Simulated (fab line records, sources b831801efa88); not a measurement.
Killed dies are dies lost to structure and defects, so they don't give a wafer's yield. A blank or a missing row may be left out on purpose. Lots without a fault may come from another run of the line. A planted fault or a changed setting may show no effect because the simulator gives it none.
fab line records | flow gf180mcu
record lots=6 wafers=18 last_day=33
route steps=602 shown V1@345
lots that met no fault: from a run of the same line without faults
start_h: hours from the record's first day to the start of the lot's first wafer shown | wait_h: hours since the lot's step before | " the same as in the row above | L1.1+2: a row that stands for several wafers | - no value, or no start given | * or withheld: withheld | < > ~ a bound
route shown NAME@n: a module of which the file shows steps, and the number in the route of the first | usual: mean/standard deviation of fault-free wafers | same: alike in all rows | chamber/n: place in a boat | sites: the reading at each site | _std_site: their standard deviation | _edge_site: outer sites' mean less inner sites' | radius_mm: how far each site lies from the wafer's centre | mask NAME#n: copy n | behind: the tool/chamber that last shaped the wafer | hold: why the lot was held/for how many hours/how that ended | device: the transistor (n, p or np) that didn't switch | end of line: the same wafers' tests at the end of the route | a step without rows: its recipe alone | killed: dies lost to structure and defects at the first sort, not the wafer's yield | map: a wafer's dies, x killed, . not, _ none there
set.NAME: the setting as run; set.NAME@STEP: as run at that earlier step | model.NAME: the simulator's own value behind a step, which no gauge read
lots at some steps of the route; a table a step, a row a wafer
services: from which hour (start_h, from the record's first day; less than 0 if before it) a tool's chamber was out of use, for how many hours, and why
## steps
# step GF_V1_SOFTBAKE_10
# recipe temp_c=130 time_s=60 resist=KrF
# step GF_V1_EXPOSE_11
# recipe mask_id=Via1 target_cd_nm=260 na=0.68 source_shape=conventional sigma_outer=0.6 dose_mj=38
# step GF_V1_PEB_12
# recipe peb_temp_c=135 peb_time_s=90 resist=KrF
# step GF_V1_DEVELOP_13
# recipe develop_time_s=60 resist=KrF dev_temp_c=21
# step GF_V1_CD_MEAS_14
# recipe target_cd_nm=260
# usual cd_nm=260.1/0.94
# columns lot.wafer tool chamber start_h wait_h cd_nm
L878.2 cd_sem-02 - 404.68 0.1 257.9
L878.4 " - " " 258.3
L878.5 " - " " 258.8
L882.1 cd_sem-02 - 440.10 0.1 259.4
L882.3 " - " " 259.8
L882.4 " - " " 258.7
L889.1 cd_sem-02 - 501.28 0.1 259.9
L889.2 " - " " 260.0
L889.6 " - " " 260.4
L890.2 cd_sem-02 - 509.22 0.1 258.6
L890.5 " - " " 259.6
L890.6 " - " " 259.3
L892.1 cd_sem-02 - 528.08 0.1 261.2
L892.5 " - " " 260.3
L892.6 " - " " 261.9
L900.2 cd_sem-01 - 585.65 0.1 260.1
L900.4 " - " " 260.3
L900.6 " - " " 261.8
# step GF_V1_OVL_MEAS_15
# usual V1_OVL=2/5.1
# columns lot.wafer tool chamber start_h wait_h V1_OVL[nm]
L878.2 overlay-02 - 404.79 0.1 5
L878.4 " - " " 7
L878.5 " - " " 10
L882.1 overlay-02 - 440.22 0.1 5
L882.3 " - " " -1
L882.4 " - " " 0
L889.1 overlay-02 - 501.40 0.1 4
L889.2 " - " " 7
L889.6 " - " " 5
L890.2 overlay-02 - 509.33 0.1 4
L890.5 " - " " 8
L890.6 " - " " 8
L892.1 overlay-02 - 528.20 0.1 2
L892.5 " - " " 8
L892.6 " - " " 5
L900.2 overlay-02 - 585.75 0.1 10
L900.4 " - " " 9
L900.6 " - " " 8
# step GF_V1_ETCH_16
# recipe chemistry=N2/H2 target_depth_a=withheld overetch_a=withheld time_s=withheld target=BARC ion_energy_ev=200 source_w=500 bias_w=100 pressure_mtorr=30 n2_flow_sccm=100 h2_flow_sccm=200
# usual bias_w=99.96/0.26 drypump_motor_current_A=5.5/0.41 oes_product_au=0.855/0.0049 throttle_valve_pct=13.224/0.0088
# columns lot.wafer tool chamber start_h wait_h bias_w drypump_motor_current_A oes_product_au throttle_valve_pct
L878.2 rie_diel-03 1 404.82 0.0 100.11 5.2 0.853 13.228
L878.4 " 0 " " 99.64 5.3 0.854 13.227
L878.5 " 2 " " 99.88 5.9 0.861 13.210
L882.1 rie_diel-04 3 440.26 0.0 99.95 6.3 0.853 13.239
L882.3 " 1 " " 99.97 5.0 0.864 13.225
L882.4 " 3 " " 100.26 6.3 0.855 13.247
L889.1 rie_diel-04 0 501.43 0.0 99.88 6.2 0.855 13.239
L889.2 " 2 " " 100.13 5.8 0.842 13.234
L889.6 " 3 " " 100.23 6.3 0.854 13.224
L890.2 rie_diel-02 2 509.36 0.0 99.86 5.2 0.846 13.237
L890.5 " 3 " " 99.63 6.0 0.854 13.223
L890.6 " 2 " " 99.93 5.1 0.859 13.219
L892.1 rie_diel-03 3 528.23 0.0 99.77 5.4 0.859 13.222
L892.5 " 3 " " 99.71 5.4 0.857 13.220
L892.6 " 0 " " 100.11 5.3 0.858 13.227
L900.2 rie_diel-02 3 585.78 0.0 99.81 6.0 0.848 13.217
L900.4 " 2 " " 100.32 5.2 0.855 13.221
L900.6 " 1 " " 99.88 5.3 0.860 13.215
# step GF_V1_ETCH_17
# recipe chemistry=C4F8/O2/Ar mask_material=KrF target=SiO2 stop_on=TiN source_w=1500 bias_w=1200 pressure_mtorr=40 c4f8_flow_sccm=withheld O2_flow_sccm=6 Ar_flow_sccm=300 time_s=withheld target_depth_a=6300
# usual bias_w=1200/3.5 oes_product_au=0.856/0.0044
# columns lot.wafer tool chamber start_h wait_h bias_w oes_product_au
L878.2 rie_diel-03 1 - - 1199 0.858
L878.4 " 0 " " 1201 0.860
L878.5 " 2 " " 1201 0.853
L882.1 rie_diel-04 3 - - 1193 0.851
L882.3 " 1 " " 1204 0.859
L882.4 " 3 " " 1195 0.860
L889.1 rie_diel-04 0 - - 1194 0.861
L889.2 " 2 " " 1201 0.862
L889.6 " 3 " " 1198 0.859
L890.2 rie_diel-02 2 - - 1205 0.854
L890.5 " 3 " " 1203 0.855
L890.6 " 2 " " 1203 0.857
L892.1 rie_diel-03 3 - - 1207 0.861
L892.5 " 3 " " 1204 0.857
L892.6 " 0 " " 1194 0.858
L900.2 rie_diel-02 3 - - 1192 0.855
L900.4 " 2 " " 1196 0.850
L900.6 " 1 " " 1204 0.860
# step GF_V1_STRIP_18
# recipe chemistry=O2/N2 power_w=1400 pressure_mtorr=1500 platen_temp_c=250 o2_flow_sccm=3000 n2_flow_sccm=300 overash_fraction=0.5
# usual drypump_motor_current_A=5.77/0.099 heater_power_w=341/23 oes_product_au=0.593/0.0043
# columns lot.wafer tool chamber start_h wait_h drypump_motor_current_A heater_power_w oes_product_au rf_hours_counter_h
L878.2 plasma_asher-04 0 404.95 - 5.81 307 0.595 65
L878.4 " 0 " " 5.79 315 0.590 -
L878.5 " 0 " " 5.80 304 0.590 -
L882.1 plasma_asher-04 1 440.39 - 5.72 342 0.584 69
L882.3 " 1 " " 5.73 352 0.594 -
L882.4 " 0 " " 5.83 309 0.592 -
L889.1 plasma_asher-04 1 501.56 - 5.71 347 0.592 76
L889.2 " 0 " " 5.82 299 0.596 76
L889.6 " 0 " " 5.82 314 0.601 -
L890.2 plasma_asher-01 1 509.49 - 5.62 365 0.595 9
L890.5 " 1 " " 5.64 375 0.588 -
L890.6 " 0 " " 5.89 334 0.592 -
L892.1 plasma_asher-04 1 528.36 - 5.73 342 0.597 80
L892.5 " 0 " " 5.78 304 0.595 -
L892.6 " 1 " " 5.72 338 0.597 -
L900.2 plasma_asher-01 1 585.91 - 5.69 365 0.593 16
L900.4 " 1 " " 5.66 377 0.588 -
L900.6 " 1 " " 5.65 365 0.596 -
# step GF_V1_STRIP_19
# recipe chemistry=post_etch_residue_remover time_s=1200 temp_c=72.5
# step GF_V1_CLEAN_20
# recipe chemistry=DIW dry=n2_spin
# step GF_V1_SPUTTER_21
# recipe material=Ti target_thk_nm=15 chamber_pressure_pa=5 power_w=2500 substrate_temp_c=200 time_s=80.02
# usual cathode_dc_power_W=2500.0/0.44 chamber_pressure_pa=5.000/0.01 throttle_valve_pct=30.5/0.67
# columns lot.wafer tool chamber start_h wait_h cathode_dc_power_W chamber_pressure_pa throttle_valve_pct
L878.2 pvd_sputter-02 - 405.51 0.0 2499.5 4.987 30.3
L878.4 " - " " 2500.2 4.982 30.4
L878.5 " - " " 2500.8 5.001 29.9
L882.1 pvd_sputter-01 - 440.95 0.0 2500.0 5.005 30.5
L882.3 " - " " 2499.5 5.001 29.6
L882.4 " - " " 2500.4 5.002 30.3
L889.1 pvd_sputter-02 - 502.10 0.0 2500.1 4.991 31.5
L889.2 " - " " 2500.5 5.005 30.3
L889.6 " - " " 2500.1 4.981 29.2
L890.2 pvd_sputter-04 - 510.02 0.0 2500.4 4.997 31.1
L890.5 " - " " 2499.8 4.987 31.0
L890.6 " - " " 2499.4 5.014 29.9
L892.1 pvd_sputter-04 - 528.90 0.0 2500.5 5.014 31.0
L892.5 " - " " 2500.6 4.998 29.7
L892.6 " - " " 2500.4 5.009 31.3
L900.2 pvd_sputter-04 - 586.48 0.0 2500.3 5.005 30.6
L900.4 " - " " 2500.1 4.981 30.9
L900.6 " - " " 2499.5 5.012 31.2
# step GF_V1_SPUTTER_22
# recipe material=TiN target_thk_nm=10 chamber_pressure_pa=5 power_w=4000 time_s=40
# usual cathode_dc_power_W=4000.0/0.8 chamber_pressure_pa=5.000/0.0092 throttle_valve_pct=30.5/0.66
# columns lot.wafer tool chamber start_h wait_h cathode_dc_power_W chamber_pressure_pa throttle_valve_pct
L878.2 pvd_sputter-02 - 405.58 0.0 4001.2 5.011 30.2
L878.4 " - " " 3999.6 5.009 30.3
L878.5 " - " " 4000.5 4.994 30.3
L882.1 pvd_sputter-01 - 441.01 0.0 4001.3 5.020 30.6
L882.3 " - " " 3999.5 5.002 30.1
L882.4 " - " " 4000.7 4.998 30.4
L889.1 pvd_sputter-02 - 502.16 0.0 - - -
L889.2 " - " " - - -
L889.6 " - " " - - -
L890.2 pvd_sputter-04 - 510.08 0.0 - - -
L890.5 " - " " - - -
L890.6 " - " " - - -
L892.1 pvd_sputter-04 - 528.96 0.0 3998.6 5.002 31.3
L892.5 " - " " 4000.1 4.998 29.7
L892.6 " - " " 3999.1 4.998 31.2
L900.2 pvd_sputter-04 - 586.54 0.0 3999.4 4.993 30.3
L900.4 " - " " 4000.7 4.992 30.9
L900.6 " - " " 4000.3 5.000 31.1
# step GF_V1_CVD_23
# recipe material=W target_thk_nm=350 time_s=105.05 temp_c=400 pressure_torr=40
# usual heater_power_w=913/62
# columns lot.wafer tool chamber start_h wait_h heater_power_w
L878.2 cvd_w-02 1 405.62 0.0 1011
L878.4 " 1 " " 989
L878.5 " 0 " " 846
L882.1 cvd_w-02 0 441.05 0.0 817
L882.3 " 1 " " 984
L882.4 " 0 " " 834
L889.1 cvd_w-01 0 502.20 0.0 879
L889.2 " 1 " " 979
L889.6 " 0 " " 879
L890.2 cvd_w-01 1 510.12 0.0 963
L890.5 " 1 " " 983
L890.6 " 0 " " 888
L892.1 cvd_w-01 1 529.00 0.0 976
L892.5 " 1 " " 958
L892.6 " 0 " " 851
L900.2 cvd_w-01 0 586.58 0.0 863
L900.4 " 1 " " 952
L900.6 " 1 " " 981
## services
# columns tool chamber start_h hours kind
pvd_sputter-02 - 383.15 0.5 repair
rie_diel-04 2 387.37 4.5 repair
cvd_w-01 - 390.00 14.0 pm
pvd_sputter-04 - 407.61 3.8 repair
plasma_asher-01 - 421.33 9.0 pm
plasma_asher-04 - 441.86 0.8 repair
cvd_w-02 - 450.21 15.6 pm
pvd_sputter-04 - 453.67 3.3 repair
pvd_sputter-04 - 466.23 4.7 repair
rie_diel-03 2 466.57 6.7 repair
rie_diel-02 1 472.38 3.0 repair
pvd_sputter-04 - 477.25 3.8 repair
cvd_w-02 0 482.66 1.5 repair
pvd_sputter-02 - 483.64 2.4 repair
cvd_w-02 - 495.01 6.9 pm
plasma_asher-01 - 500.46 1.3 repair
cvd_w-02 0 508.90 13.1 repair
rie_diel-04 2 534.24 12.8 repair
rie_diel-04 3 549.12 12.2 repair
rie_diel-02 2 550.90 3.1 repair
plasma_asher-04 - 551.22 2.8 pm
pvd_sputter-02 - 566.47 5.2 repair
rie_diel-04 2 568.54 10.3 repair
rie_diel-04 0 572.67 7.4 repair
## key
first_sign step=GF_V1_SPUTTER_22 reading=tool_record direction=missing
effect none on later readings
met_at GF_V1_SPUTTER_22
struck_wafers L889.1,L889.2,L889.6,L890.2,L890.5,L890.6
later_rows_left_out L889.1,L889.2,L889.6,L890.2,L890.5,L890.6
sort_left_out L889.1,L889.2,L889.6,L890.2,L890.5,L890.6
onset_between 405.58 502.16
fault kind=skipped_step_whole tool=pvd_sputter-02,pvd_sputter-04 chamber=- onset_h=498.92 steps=GF_V1_SPUTTER_22 scope=struck_lots_only
# sort_left_out: the simulated sort isn't trusted on such a fault, so these wafers' sort isn't shown, and their yield isn't known
# later_rows_left_out: the simulator's readings of these wafers behind a module that went badly wrong aren't trusted and aren't shown, but for the sort
